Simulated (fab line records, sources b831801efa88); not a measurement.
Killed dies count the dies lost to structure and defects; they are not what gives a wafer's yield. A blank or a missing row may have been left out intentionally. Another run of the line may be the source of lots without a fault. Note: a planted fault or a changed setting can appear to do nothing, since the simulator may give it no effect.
Which tool was responsible? | flow sky130 | at 1 step of a route of 708, 12 lots with 36 wafers sampled

WHAT THE GAUGES READ, wafer by wafer
SKY_POLY_CUT_CD_MEAS_08: the cd target is 270 nm.
lot  | measured     | on        | cd nm (nm)
L075 | day 24 15:35 | cd sem-02 | 267.4 266.9 267.9
L077 | day 25 09:58 | cd sem-02 | 267.1 268.0 268.2
L080 | day 26 09:22 | cd sem-02 | 270.5 269.4 270.4
L081 | day 27 01:07 | cd sem-02 | 268.5 269.7 268.2
L083 | day 27 16:18 | cd sem-01 | 270.8 270.8 270.6
L085 | day 28 04:02 | cd sem-01 | 271.3 271.3 271.0
L087 | day 28 20:46 | cd sem-01 | 269.5 271.8 271.8
L089 | day 29 13:19 | cd sem-02 | 272.2 272.4 271.8
L091 | day 30 05:46 | cd sem-01 | 271.4 272.5 272.5
L093 | day 30 21:26 | cd sem-01 | 267.8 268.5 268.0
L095 | day 31 15:10 | cd sem-01 | 269.3 268.8 267.7
L097 | day 31 23:50 | cd sem-02 | 269.0 268.8 267.3

EACH LOT AND THE TOOL THAT RAN IT (in order: tool; ch and the chambers of the sampled wafers; start)
Before these readings, the record contains no process step.

THE ANSWER, worked out from the rows above alone
Rule: the usual values come from the lots themselves. Put in order of their means at a reading, lots are off if they are a third of the lots or fewer, leave a main group of 4 or more, and stand apart from it by a gap of 3 or more times the standard deviation of the main group's means; of several such gaps the widest counts. The tables above print the reading to a certain number of digits; a main group whose means all agree to those digits is not used. Also off: a lot with no number at a reading for which 4 or more lots have one. Any other lot the step has rows for is counted as sound.
None of the lots is off at any reading shown; this tells nothing.

WHAT THE SIMULATOR HAD INSERTED
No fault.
